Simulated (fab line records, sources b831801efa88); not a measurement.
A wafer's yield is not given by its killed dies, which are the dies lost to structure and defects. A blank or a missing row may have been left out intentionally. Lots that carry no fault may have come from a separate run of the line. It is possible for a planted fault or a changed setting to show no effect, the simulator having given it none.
A struck lot beside a sound one -- flow sky130 -- 30 out of 708 route steps
Sound: these wafers, L855.2, L855.3, L855.5. Struck: wafers L872.2, L872.3, L872.4. The cause comes at the end.
For every step that has rows: the tool of each side, followed by ch and its chambers, followed by its first start. Under that, the readings that differ: sound wafers -- struck wafers -- difference of the means -- sigmas: that difference in standard deviations of wafers without a fault.
alike: words and numbers the same on both sides, and readings whose means are apart by under 2 such deviations; not compared: readings that were withheld, readings missing a value for some wafer, numbers with overlapping values and no deviation given by the record, and bounds like >300 which may hide the same value.
Wherever a step has rows on one side only, a row that says differs or no value, or a row with sigmas, the two part there. Numbers that don't overlap but have no deviation are shown without sigmas and don't part them. A reading that every wafer of one side lacks parts them only if that side has two wafers or more.

first, 5 steps without rows for these wafers: SKY_SONOS_ONO_COAT_08 (resist thk 1140 nm); SKY_SONOS_ONO_SOFTBAKE_09 (time 60 s); SKY_SONOS_ONO_EXPOSE_10 (exposes mask ONOM, target cd 410 nm); SKY_SONOS_ONO_PEB_11; SKY_SONOS_ONO_DEVELOP_12 (develop time 60 s).
SKY_SONOS_ONO_CD_MEAS_13: the cd target is 410 nm.
  sound on cd sem-02 at day 14 11:48; struck on cd sem-01 at day 19 15:20
  alike: cd nm
SKY_SONOS_ONO_OVL_MEAS_14:
  sound on overlay-02 at day 14 11:54; struck on overlay-01 at day 19 15:27
  alike: SONOS_ONO_OVL
SKY_SONOS_ONO_ETCH_15: etches the open film in CHF3/O2, target depth 19.52 nm, time 7.8 s.
  sound on rie diel-01 ch 0,1, day 14 11:56; struck on rie diel-03 ch 0,1,2, day 19 15:29
  alike: O2_flow_sccm, drypump motor current A, oes product au, throttle valve pct
  not compared: rf hours counter h
then, 1 step without rows for these wafers: SKY_SONOS_ONO_WET_ETCH_16 (etches SiO2 in dHF, target depth 14 nm, time 280 s).
SKY_SONOS_ONO_STRIP_17: strips in O2/N2.
  sound on plasma asher-04 ch 0,1, day 14 12:02; struck on plasma asher-04 ch 0,1, day 19 15:35
  alike: drypump motor current A, oes product au, strip time to endpoint s
  not compared: rf hours counter h
then, 2 steps without rows for these wafers: SKY_SONOS_ONO_WET_ETCH_18 (etches Si3N4 in H3PO4, target depth 15 nm, time 172 s); SKY_GATE_OXIDE_CLEAN_00 (cleans in SC1/SC2, time 150 s).
SKY_GATE_OXIDE_OXIDATION_01: stabilise 600 s, purge 300 s, target thk 10.268 nm.
  sound on furnace-02 ch 0, day 14 13:20; struck on furnace-01 ch 0, day 19 16:34
reading,sound,struck,difference,sigmas
ox time s (s),1473 1473 1473,1296.2 1296.2 1296.2,-176.8,
model.SiO2_of_GATE_OXIDE_OXIDATION_01.thk nm (nm),10.03 10.14 10.25,9.138 9.29 9.07,-0.974,
  alike: spike tc centre C, tube center temp C, tube_center_temp_C_max, zone power lower pct, zone power upper pct
SKY_GATE_OXIDE_THK_MEAS_02:
  sound on film metro-02 at day 14 14:46; struck on film metro-02 at day 19 17:59
reading,sound,struck,difference,sigmas
GATE_OXIDE_OXIDATION_00_THK (nm),10.03 10.13 10.29,9.17 9.27 9.07,-0.98,-5
then, 7 steps without rows for these wafers: SKY_GATE_OXIDE_DEHYDRATE_03 (time 60 s); SKY_GATE_OXIDE_HMDS_04 (prime time 60 s); SKY_GATE_OXIDE_COAT_05 (resist thk 1140 nm); SKY_GATE_OXIDE_SOFTBAKE_06 (time 60 s); SKY_GATE_OXIDE_EXPOSE_07 (exposes mask LVOM, target cd 600 nm); SKY_GATE_OXIDE_PEB_08; SKY_GATE_OXIDE_DEVELOP_09 (develop time 60 s).
SKY_GATE_OXIDE_OVL_MEAS_10:
  sound on overlay-02 at day 15 16:59; struck on overlay-02 at day 21 01:05
  alike: GATE_OXIDE_OVL
then, 2 steps without rows for these wafers: SKY_GATE_OXIDE_IMPLANT_11; SKY_GATE_OXIDE_WET_ETCH_12 (etches SiO2 in dHF, target depth 16.8 nm, time 336 s).
SKY_GATE_OXIDE_STRIP_13: strips in O2/N2.
  sound on plasma asher-03 ch 0,1, day 15 17:17; struck on plasma asher-04 ch 0,1, day 21 01:22
  alike: drypump motor current A, oes product au, strip time to endpoint s
  not compared: rf hours counter h
SKY_GATE_OXIDE_TW_MEAS_14:
  sound on film metro-03 at day 15 17:23; struck on film metro-01 at day 21 01:28
  alike: GATE_OXIDE_TW
then, 1 step without rows for these wafers: SKY_GATE_OXIDE_CLEAN_15 (cleans in SC1/SC2, time 150 s).
SKY_GATE_OXIDE_OXIDATION_16: stabilise 600 s, purge 300 s, target thk 3.57 nm.
  sound on furnace-02 ch 0, day 15 18:16; struck on furnace-02 ch 0, day 21 01:34
reading,sound,struck,difference,sigmas
model.SiO2_of_GATE_OXIDE_OXIDATION_01.thk nm (nm),11.35 11.47 11.57,10.63 10.77 10.58,-0.80,
  alike: ox time s, spike tc centre C, tube center temp C, tube_center_temp_C_max, zone power lower pct, zone power upper pct
then, 1 step without rows for these wafers: SKY_POLY_GATE_CVD_00 (deposits poly-Si, target thk 180 nm, time 720 s).
-- record jumps: 30 days separate the struck wafers' starts on either side; left off in module POLY_GATE, taken up again in module PAD_OPEN, whose first shown step is the route's number 708 --
SKY_PAD_OPEN_PROBE_99:
  sound on prober-02 at day 47 04:23; struck on prober-01 at day 50 16:20
reading,sound,struck,difference,sigmas
model.etest.nfet_16v.r on ohm um,1.398e+04 1.403e+04 1.409e+04,1.364e+04 1.382e+04 1.375e+04,-2.967e+02,
model.etest.pfet g5v0d10v5.r on ohm um,4723 4724 4696,4555 4555 4608,-142,
model.etest.tip sonos.rs ohm sq,2602 2604 2637,2392 2421 2409,-207,
model.etest.nfet g5v0d10v5.r on ohm um,1863 1872 1858,1813 1812 1809,-53,
model.etest.nfet g5v0d10v5.drive ua um,613.9 614.2 611.1,655.3 643.2 661.1,+40.1,
model.etest.nfet_05v0_nvt.drive ua um,584.1 579 576.5,615.3 613.7 616.8,+35.4,
model.etest.pfet g5v0d10v5.drive ua um,346.3 340.5 345.8,368.5 364.9 360.8,+20.5,
model.etest.nfet_16v.drive ua um,226.9 223.4 223.1,242 239.6 241.8,+17,
  alike: killed_at_M0_to_M3, killed_at_M4_up, killed at contacts, killed at front end, killed at other, killed dies, killed open, killed short

WHERE THEY PART
Only at SKY_GATE_OXIDE_THK_MEAS_02, as far as this record shows. Later steps at which nothing parts them and some readings are alike: SKY_GATE_OXIDE_OVL_MEAS_10, SKY_GATE_OXIDE_STRIP_13, SKY_GATE_OXIDE_TW_MEAS_14, SKY_GATE_OXIDE_OXIDATION_16, SKY_PAD_OPEN_PROBE_99.

WHY: what the simulator had put in
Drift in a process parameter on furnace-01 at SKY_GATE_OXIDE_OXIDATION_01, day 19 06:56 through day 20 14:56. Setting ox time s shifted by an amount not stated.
